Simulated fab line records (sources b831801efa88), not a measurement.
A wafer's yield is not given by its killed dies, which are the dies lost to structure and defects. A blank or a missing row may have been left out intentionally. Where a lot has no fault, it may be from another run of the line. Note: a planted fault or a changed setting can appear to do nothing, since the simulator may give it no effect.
The same fault as seen by 2 desks | flow gf180mcu | each desk has only its own numbers; what lay behind them comes last

FROM THE METROLOGY DESK
What the gauges read for every lot (on any tool): the sampled wafers with a number, averaged. If a lot's mean is further than 4 standard deviations from the usual mean, the lot is out of limits and carries the mark OUT (the distance appears in the brackets).
Columns: A = STI_OXIDATION_01_THK at GF_STI_THK_MEAS_22, usual 15.00 nm; B = MVSD_TW at GF_MVSD_TW_MEAS_11, usual 1562; C = MVSD_RS at GF_VT_IMPLANT_RS_MEAS_46, usual 457.0 ohm/sq; D = POLY_GATE_OVL at GF_POLY_GATE_OVL_MEAS_11, usual -6 nm
lot  | first seen here | A     | B    | C               | D
L195 | day 2 18:16     | 15.05 | 1561 | 457.8           | 6
L196 | day 2 23:31     | 14.89 | 1593 | 456.0           | -15
L197 | day 3 05:51     | 14.88 | 1589 | 456.3           | 5
L199 | day 3 17:17     | 15.27 | 1569 | 455.7           | -9
L200 | day 3 20:31     | 14.82 | 1589 | 457.1           | -15
L201 | day 4 01:50     | 14.94 | 1600 | 410.4 (-36) OUT | -5
L203 | day 4 14:32     | 15.23 | 1629 | 413.3 (-34) OUT | -7
L204 | day 4 20:18     | 14.89 | 1592 | 410.3 (-36) OUT | 6
L209 | day 5 18:34     | 14.77 | 1549 | 458.3           | -6
L211 | day 6 05:47     | 14.67 | 1550 | 456.3           | -9
L212 | day 6 10:53     | 15.05 | 1570 | 456.2           | -3
L215 | day 7 02:02     | 15.13 | 1534 | 458.4           | -5
Finding of this desk: L201, L203, L204 out of limits, first seen on L201 at day 10 03:43 (MVSD_RS at GF_VT_IMPLANT_RS_MEAS_46). L195, L196, L197, L199, L200, L209, L211, L212, L215: within limits.

THE TOOL OWNER'S DESK: implanter-03
GF_MVSD_IMPLANT_09, tool's own readings: per-lot mean of the sampled wafers with a number, covering each lot this tool ran. If a lot's mean is further than 4 standard deviations from the usual mean, the lot is out of limits and carries the mark OUT (the distance appears in the brackets).
Columns: A = dose-ions-cm2 at GF_MVSD_IMPLANT_09, usual 5e+12; B = faraday-current-uA at GF_MVSD_IMPLANT_09, usual 28.2
lot  | first seen here | A                       | B
L197 | day 5 14:35     | 5e+12                   | 28.0
L199 | day 6 04:28     | 5e+12                   | 28.2
L201 | day 6 14:33     | 9e+12 (+99 or more) OUT | 50.2 (+37) OUT
L203 | day 7 06:23     | 9e+12 (+99 or more) OUT | 49.9 (+36) OUT
L204 | day 7 11:08     | 9e+12 (+99 or more) OUT | 50.0 (+36) OUT
This desk's verdict: out of limits on L201, L203, L204, starting with L201 at day 6 14:33 (dose-ions-cm2 at GF_MVSD_IMPLANT_09). L197, L199: within limits.

PUT TOGETHER
An alarm could have come from the tool owner's desk at day 6 14:33, on L201, L203, L204.
At day 10 03:43 the metrology desk could have sounded an alarm, on L201, L203, L204.
The lots listed all ran GF_MVSD_IMPLANT_09 on implanter-03.

WHAT WAS PUT IN BY THE SIMULATOR
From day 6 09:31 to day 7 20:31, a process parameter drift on implanter-03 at GF_MVSD_IMPLANT_09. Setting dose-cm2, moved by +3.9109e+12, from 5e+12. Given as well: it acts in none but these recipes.
Struck lots among those shown: L201, L203, L204.
Fault start to first reading out of limits, in hours, per desk: tool owner, 5; metrology, 90.
